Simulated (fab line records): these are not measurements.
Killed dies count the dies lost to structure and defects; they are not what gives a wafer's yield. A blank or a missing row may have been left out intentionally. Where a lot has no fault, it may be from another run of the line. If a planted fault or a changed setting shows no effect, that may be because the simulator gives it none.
Which tool is to blame? -- flow sky130 -- 36 wafers from 12 lots sampled at 5 of the route's 708 steps

== WHAT EACH GAUGE READ, for each wafer ==
SKY_VT_ADJUST_LVTN_TW_MEAS_21. Usual: VT_ADJUST_LVTN_2_TW gives 188.0 (standard deviation 1.1).
lot,measured,on,VT_ADJUST_LVTN_2_TW,flag
L668,day 7 17:52,film_metro-01,185.9 186.7 186.4,
L671,day 8 14:58,film_metro-01,186.4 186.8 187.0,
L672,day 8 21:35,film_metro-01,186.9 186.8 187.0,
L678,day 10 10:35,film_metro-01,188.6 188.4 188.5,
L681,day 11 10:28,film_metro-04,185.8 186.4 187.7,
L682,day 11 12:07,film_metro-02,188.2 189.5 189.8,
L686,day 12 15:05,film_metro-01,187.3 187.5 186.7,
L687,day 13 00:51,film_metro-02,189.5 189.6 190.2,
L688,day 13 10:44,film_metro-01,188.4 188.2 188.9,
L689,day 13 16:31,film_metro-02,188.7 188.9 189.5,
L690,day 13 21:17,film_metro-01,188.5 188.1 188.4,
L691,day 14 03:44,film_metro-02,189.0 188.6 189.4,

SKY_VT_ADJUST_NCORE_CD_MEAS_07 targets a cd of 380 nm. Usual: cd_nm at 380.6 nm, with a standard deviation of 2.8.
lot,measured,on,cd_nm (nm),flag
L668,day 8 12:41,cd_sem-02,378.6 378.7 377.1,
L671,day 9 11:34,cd_sem-01,384.1 379.4 382.5,
L672,day 9 19:05,cd_sem-01,376.5 378.1 379.8,
L678,day 11 08:28,cd_sem-02,378.3 379.0 381.1,
L681,day 12 10:05,cd_sem-01,377.5 378.5 378.6,
L682,day 12 12:08,cd_sem-02,378.4 377.6 378.2,
L686,day 13 15:55,cd_sem-02,381.3 380.5 381.1,
L687,day 14 02:20,cd_sem-02,377.4 377.8 379.5,
L688,day 14 12:50,cd_sem-01,381.9 382.3 382.7,
L689,day 14 18:38,cd_sem-02,382.2 381.6 380.0,
L690,day 14 23:37,cd_sem-02,382.1 383.1 384.0,
L691,day 15 06:46,cd_sem-01,385.0 387.9 387.8,

SKY_VT_ADJUST_PCH_TW_MEAS_10. Usual: VT_ADJUST_PCH_TW gives 143.0 (standard deviation 0.65).
lot,measured,on,VT_ADJUST_PCH_TW,flag
L668,day 10 08:43,film_metro-01,142.9 143.6 142.9,
L671,day 11 09:28,film_metro-03,142.9 143.0 143.4,
L672,day 11 15:57,film_metro-02,143.8 143.5 144.5,
L678,day 13 10:28,film_metro-03,153.5 154.0 153.4,OFF
L681,day 14 14:22,film_metro-02,153.8 153.7 153.8,OFF
L682,day 14 16:53,film_metro-02,154.3 154.5 154.9,OFF
L686,day 15 22:53,film_metro-02,143.6 142.3 143.4,
L687,day 16 09:54,film_metro-03,144.0 144.1 143.8,
L688,day 16 20:59,film_metro-01,142.9 142.3 141.9,
L689,day 17 03:03,film_metro-03,141.9 142.5 142.1,
L690,day 17 07:41,film_metro-02,143.4 143.4 143.2,
L691,day 17 16:13,film_metro-01,143.0 141.8 142.6,

== EACH LOT AND THE TOOL THAT RAN IT (in order: tool; ch and the chambers of the sampled wafers; start) ==
lot,SKY_VT_ADJUST_LVTN_STRIP_20,SKY_VT_ADJUST_PCH_IMPLANT_08
L668,"plasma_asher-04 ch 0, day 7 17:45","implanter-02 ch 0, day 10 08:25"
L671,"plasma_asher-04 ch 0,1, day 8 14:52","implanter-03 ch 0, day 11 09:16"
L672,"plasma_asher-02 ch 0,1, day 8 21:29","implanter-03 ch 0, day 11 15:42"
L678,"plasma_asher-04 ch 0,1, day 10 10:29","implanter-02 ch 0, day 13 10:16"
L681,"plasma_asher-02 ch 0,1, day 11 10:23","implanter-02 ch 0, day 14 14:09"
L682,"plasma_asher-02 ch 0,1, day 11 12:01","implanter-02 ch 0, day 14 16:38"
L686,"plasma_asher-04 ch 0,1, day 12 14:59","implanter-03 ch 0, day 15 22:38"
L687,"plasma_asher-04 ch 0,1, day 13 00:45","implanter-03 ch 0, day 16 09:39"
L688,"plasma_asher-03 ch 0,1, day 13 10:38","implanter-02 ch 0, day 16 20:46"
L689,"plasma_asher-03 ch 0,1, day 13 16:26","implanter-02 ch 0, day 17 02:50"
L690,"plasma_asher-03 ch 0, day 13 21:11","implanter-02 ch 0, day 17 07:27"
L691,"plasma_asher-03 ch 0,1, day 14 03:37","implanter-02 ch 0, day 17 15:58"
- SKY_VT_ADJUST_LVTN_STRIP_20: strips in O2/N2.
- SKY_VT_ADJUST_PCH_IMPLANT_08

== WHAT THE TOOLS THEMSELVES READ (means of the sampled wafers that have a number; where no wafer has one, the mark that the record gives instead) ==
SKY_VT_ADJUST_LVTN_STRIP_20. Usual: drypump_motor_current_A 5.7 A, standard deviation 0.42; n2_flow_sccm 299.8 sccm, standard deviation 0.79; oes_product_au 0.716 a.u., standard deviation 0.0043; strip_time_to_endpoint_s 14.17 s, standard deviation 0.038.
lot,tool,drypump_motor_current_A (A),n2_flow_sccm (sccm),oes_product_au (a.u.),strip_time_to_endpoint_s (s),flag
L668,plasma_asher-04,5.6,299.7,0.717,14.16,
L671,plasma_asher-04,5.8,299.7,0.720,14.22,
L672,plasma_asher-02,5.6,300.1,0.714,14.16,
L678,plasma_asher-04,5.8,299.6,0.717,14.15,
L681,plasma_asher-02,5.8,299.5,0.713,14.17,
L682,plasma_asher-02,5.9,300.4,0.717,14.20,
L686,plasma_asher-04,5.8,300.4,0.717,14.12,
L687,plasma_asher-04,6.1,300.0,0.716,14.17,
L688,plasma_asher-03,5.4,299.7,0.717,14.21,
L689,plasma_asher-03,5.6,299.8,0.713,14.21,
L690,plasma_asher-03,5.7,300.0,0.713,14.12,
L691,plasma_asher-03,5.6,300.1,0.717,14.16,

SKY_VT_ADJUST_PCH_IMPLANT_08. Usual: beam_on_s 10.00 s, standard deviation 0.22; dose_ions_cm2 5e+11, standard deviation 4.7e+08; faraday_current_uA 2.82, standard deviation 0.061.
lot,tool,beam_on_s (s),dose_ions_cm2,faraday_current_uA,flag
L668,implanter-02,10.13,5e+11,2.79,
L671,implanter-03,10.14,5e+11,2.78,
L672,implanter-03,10.07,5e+11,2.81,
L678,implanter-02,10.25,7e+11,3.66,OFF
L681,implanter-02,9.82,7e+11,3.82,OFF
L682,implanter-02,10.03,7e+11,3.75,OFF
L686,implanter-03,10.08,5e+11,2.79,
L687,implanter-03,9.73,5e+11,2.89,
L688,implanter-02,9.92,5e+11,2.84,
L689,implanter-02,10.00,5e+11,2.82,
L690,implanter-02,9.99,5e+11,2.82,
L691,implanter-02,9.93,5e+11,2.84,

== THE ANSWER, worked out from the rows above alone ==
Rule: lot off if the mean of its wafers having a number is beyond 3 standard deviations from the usual mean. A lot without any number at a reading at which 4 lots or more have one is off too. The other lots that the step has rows for count as sound. Order of review: gauges by route order, followed by the tools' own readings, for which a lot's mean as printed above is used. At the first step where some lot is off, the reading lying furthest off is the one used; lots without a number count as furthest.
Off: at SKY_VT_ADJUST_PCH_TW_MEAS_10 (VT_ADJUST_PCH_TW), L678, L681, L682.
If a tool, at a process step before that reading, ran all the lots that are off and no sound lot after the first of them, it fits. Not tried: the gauges at SKY_VT_ADJUST_PCH_TW_MEAS_10; whatever is off there is also off at SKY_VT_ADJUST_PCH_IMPLANT_08, on other tools, and gauge error can't account for it. Of those tried, none fits.

== WHAT HAD BEEN PUT IN BY THE SIMULATOR ==
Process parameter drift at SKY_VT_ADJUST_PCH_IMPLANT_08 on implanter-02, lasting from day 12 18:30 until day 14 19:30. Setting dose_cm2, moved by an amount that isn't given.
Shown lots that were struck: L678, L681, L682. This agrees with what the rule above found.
